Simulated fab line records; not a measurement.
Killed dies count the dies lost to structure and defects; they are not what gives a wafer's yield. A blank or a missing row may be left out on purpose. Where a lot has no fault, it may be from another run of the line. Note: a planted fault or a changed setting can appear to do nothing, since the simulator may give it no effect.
A lot that was struck, set against a sound lot || flow sky130 || 15 steps out of a route of 708
Sound: the wafers L347.2, L347.3, L347.4. Struck: wafer L337.4. (L337.1, L337.3 of the same lot were not struck and are left out.) The cause comes at the end.
Per side, at each step with rows, come the tool, then ch with its chambers, and then its first start. Under that, the readings that differ: sound wafers || struck wafers || difference of the means || sigmas: that difference in standard deviations of wafers without a fault.
alike: a reading whose means differ by less than 2 such deviations, as well as words and numbers matching on both sides. not compared: withheld readings; readings where some wafer has no value; bounds like >300 that might hide an equal value; numbers whose values overlap and for which the record gives no deviation.
The two part at a step that has a row with sigmas, a row that says differs or no value, or rows on one side only. Numbers that don't overlap but have no deviation are shown without sigmas and don't part them. A reading missing from all wafers of one side parts the sides only when that side holds two or more wafers.

first, 5 steps without rows for these wafers: SKY_LI_CONTACT_COAT_07 (resist thk 450 nm); SKY_LI_CONTACT_SOFTBAKE_08 (time 90 s); SKY_LI_CONTACT_EXPOSE_09 (exposes mask LICM1, target cd 170 nm); SKY_LI_CONTACT_PEB_10; SKY_LI_CONTACT_DEVELOP_11 (develop time 60 s).
SKY_LI_CONTACT_CD_MEAS_12: the cd target is 170 nm.
  sound on cd sem-01 at day 35 05:31; struck on cd sem-01 at day 32 06:27
  alike: cd nm
SKY_LI_CONTACT_OVL_MEAS_13:
  sound on overlay-02 at day 35 05:37; struck on overlay-01 at day 32 06:34
  alike: LI_CONTACT_OVL
SKY_LI_CONTACT_ETCH_14: etches BARC in N2/H2, stops on SiO2, time 45.9 s, target depth 60 nm.
  sound on rie diel-02 ch 0,1,2, day 35 05:39; struck on rie diel-02 ch 3, day 32 06:37
{"reading": "throttle valve pct (%)", "sound": "13.224 13.241 13.228", "struck": 13.201, "difference": -0.030, "sigmas": -3}
  alike: drypump motor current A, oes product au
  not compared: rf hours counter h
SKY_LI_CONTACT_ETCH_15: etches PSG in C4F8/O2/Ar, stops on Si, target depth 600 nm.
  sound on rie diel-02 ch 0,1,2, day 35 05:41; struck on rie diel-02 ch 3, day 32 06:39
  alike: oes product au
SKY_LI_CONTACT_STRIP_16: strips in O2/N2.
  sound on plasma asher-03 ch 0,1, day 35 05:47; struck on plasma asher-03 ch 0, day 32 06:44
{"reading": "strip time to endpoint s (s)", "sound": "3.54 3.45 3.48", "struck": 3.62, "difference": "+0.13", "sigmas": "+2"}
  alike: drypump motor current A, oes product au
  not compared: rf hours counter h
then, 2 steps without rows for these wafers: SKY_LI_CONTACT_CLEAN_17 (cleans in NMP, time 600 s); SKY_LI_CONTACT_PRE_CLEAN_18 (time 5.6 s).
SKY_LI_CONTACT_SPUTTER_19: material Ti, target thk 20 nm, time 106.37 s.
  sound on pvd sputter-02 at day 35 06:17; struck on pvd sputter-01 at day 32 07:10
{"reading": "chamber pressure pa (Pa)", "sound": "4.989 4.994 5.008", "struck": 5.721, "difference": "+0.724", "sigmas": "+89"}
{"reading": "throttle valve pct (%)", "sound": "29.0 30.1 31.1", "struck": 26.9, "difference": -3.2, "sigmas": -4}
{"reading": "model.Ti_of_LI_CONTACT_SPUTTER_19.thk nm (nm)", "sound": "20.14 20.18 20.31", "struck": 17.79, "difference": -2.42, "sigmas": ""}
SKY_LI_CONTACT_SPUTTER_20: material TiN, target thk 20 nm, time 80 s.
  sound on pvd sputter-02 at day 35 06:22; struck on pvd sputter-01 at day 32 07:14
  alike: chamber pressure pa, throttle valve pct
after that, 1 step had no rows for these wafers: SKY_PAD_OPEN_PROBE_99.

## WHERE THEY PART
At SKY_LI_CONTACT_ETCH_14 first; at SKY_LI_CONTACT_SPUTTER_19 last (within this record only). Later steps at which nothing parts them and some readings are alike: SKY_LI_CONTACT_SPUTTER_20.

WHY: whatever the simulator had introduced
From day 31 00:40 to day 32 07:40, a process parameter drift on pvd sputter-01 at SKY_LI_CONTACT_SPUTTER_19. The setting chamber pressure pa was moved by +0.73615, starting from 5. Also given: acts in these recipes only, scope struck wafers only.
